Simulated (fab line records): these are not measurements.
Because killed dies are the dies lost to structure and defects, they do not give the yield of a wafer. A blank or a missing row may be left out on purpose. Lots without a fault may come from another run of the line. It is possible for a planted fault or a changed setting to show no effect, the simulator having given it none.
Problem report in the 8D (eight disciplines) form, filled by code    flow gf180mcu    the parts of the form that need people (team, actions taken, sign-off) are left out

## 1. PROBLEM STATEMENT
GF_V1_ETCH_16, rf_fwd_power_W: mean 573.1 W on 2 wafers (1 lot); fault-free wafers 495.2 W, standard deviation 1.8. That is +43 standard deviations from the usual mean.
The step: etches BARC in N2/H2.
Seen first at day 20 03:49 on rie_diel-01, wafer L328.2. Wafers with a number at this step in the record: 39, from 13 lots. By rule, "out" or "out of limits" means more than 4 standard deviations away from the usual mean. Any other wafer with a number is counted as sound.

## 2. WHAT IT IS AND WHAT IT IS NOT
question                     is                 is not
which readings at this step  rf_fwd_power_W     drypump_motor_current_A, oes_product_au, throttle_valve_pct
which lots                   L328               L324, L326, L327, L334, L335, L337, L340, L343, L344, L345, L346, L347
which wafers of those lots   L328.2, L328.5     L328.6
read on which tools          rie_diel-01        rie_diel-02, rie_diel-03
when                         from day 20 03:49  up to then (10 sound wafers); but 27 sound wafers of L334, L335, L337, L340, L343, L344, L345, L346, L347 came after

## 3. WHAT RULES OUT EACH SUSPECT
Counting: any tool at a process step up to the reading remains a suspect provided it ran every lot that is out. Sound lots after the first of them don't rule it out here, since some wafers of a struck lot are sound.
- rie_diel-01 at GF_V1_ETCH_16 (etches BARC in N2/H2): kept. It processed L328, the lot that is out, at day 20 03:49, and its most recent sound lot before then was L327 at day 19 11:46. Out on those wafers are its own readings of rf_fwd_power_W.
- Within rie_diel-01 at GF_V1_ETCH_16, the wafers that are out were processed in chamber 3 and their sound lot-mates in chamber 0.
Left after counting: rie_diel-01 at GF_V1_ETCH_16.

## 4. THE CAUSE (what the simulator had put in)
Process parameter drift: rie_diel-01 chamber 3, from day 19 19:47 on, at GF_V1_ETCH_16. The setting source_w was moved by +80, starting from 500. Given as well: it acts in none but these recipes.
Counting left only this tool.

## 5. THE EFFECT CHAIN, in route order
Rows list readings where the struck wafers' mean (over those with a number) sits beyond 3 standard deviations from the usual. Only readings for which the record gives a usual standard deviation are gone through. hours: the time from each lot's start at the first step in this table that gives one to its start at this step, as a median over the lots. sigmas: the change in usual standard deviations.
hours  step           reading         usual    on struck wafers  change  sigmas
0      GF_V1_ETCH_16  rf_fwd_power_W  495.2 W  573.1             +77.9   +43
It contains these process steps:
- GF_V1_ETCH_16: etches BARC in N2/H2.

## 6. WHAT WOULD HAVE CAUGHT IT SOONER
In this record no reading fell out of limits until day 20 03:49, 8 hours after the fault had begun at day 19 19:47.
